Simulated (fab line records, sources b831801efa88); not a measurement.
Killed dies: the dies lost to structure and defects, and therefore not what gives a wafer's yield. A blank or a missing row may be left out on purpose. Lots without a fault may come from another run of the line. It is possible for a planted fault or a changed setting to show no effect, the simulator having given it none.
Which tool was responsible?	flow sky130	33 wafers from 11 lots sampled at 2 of the route's 708 steps

WHAT THE GAUGES SHOWED, per wafer
SKY_CAPM_RS_MEAS_03: the measuring method here is four-point-probe.
lot	measured	on	CAPM_TIN_RS (ohm/sq)
L985	day 37 10:40	film_metro-04	6.95 6.92 7.02
L987	day 37 20:43	film_metro-04	6.82 6.78 6.83
L988	day 37 21:41	film_metro-04	6.94 6.94 6.96
L989	day 38 06:30	film_metro-01	6.87 6.87 6.84
L991	day 38 22:08	film_metro-01	6.82 6.88 6.86
L992	day 39 01:48	film_metro-01	6.96 6.94 6.93
L993	day 39 15:41	film_metro-03	6.87 6.93 6.89
L999	day 41 22:55	film_metro-03	6.84 6.79 6.84
L101	day 42 00:00	film_metro-04	6.80 6.90 6.89
L998	day 42 00:34	film_metro-03	7.00 6.96 7.00
L106	day 43 17:33	film_metro-04	6.85 6.91 6.88

WHAT TOOL EACH LOT RAN ON (gives the tool, then ch and the chambers of the sampled wafers, and finally the start)
lot	SKY_VIA2_STRIP_16
L985	plasma_asher-02 ch 0,1, day 37 09:01
L987	plasma_asher-02 ch 0,1, day 37 19:01
L988	plasma_asher-02 ch 0,1, day 37 20:02
L989	plasma_asher-02 ch 0,1, day 38 04:52
L991	plasma_asher-02 ch 0,1, day 38 20:22
L992	plasma_asher-03 ch 0,1, day 39 00:10
L993	plasma_asher-03 ch 0,1, day 39 13:38
L999	plasma_asher-02 ch 0,1, day 41 21:10
L101	plasma_asher-02 ch 0,1, day 41 22:20
L998	plasma_asher-02 ch 0,1, day 41 22:55
L106	plasma_asher-01 ch 0,1, day 43 15:56
- SKY_VIA2_STRIP_16: strips in O2/N2.

THE ANSWER, worked out from the rows above alone
Rule: usual is defined by the lots themselves. Put in order of their means at a reading, lots are off if they are a third of the lots or fewer, leave a main group of 4 or more, and stand apart from it by a gap of 3 or more times the standard deviation of the main group's means; of several such gaps the widest counts. A main group whose means are all the same, to the digits that the tables above print for the reading, isn't used. A lot without any number at a reading at which 4 lots or more have one is off too. Any other lot the step has rows for is counted as sound.
None of the lots is off at any reading shown; this tells nothing.

WHAT WAS PUT IN BY THE SIMULATOR
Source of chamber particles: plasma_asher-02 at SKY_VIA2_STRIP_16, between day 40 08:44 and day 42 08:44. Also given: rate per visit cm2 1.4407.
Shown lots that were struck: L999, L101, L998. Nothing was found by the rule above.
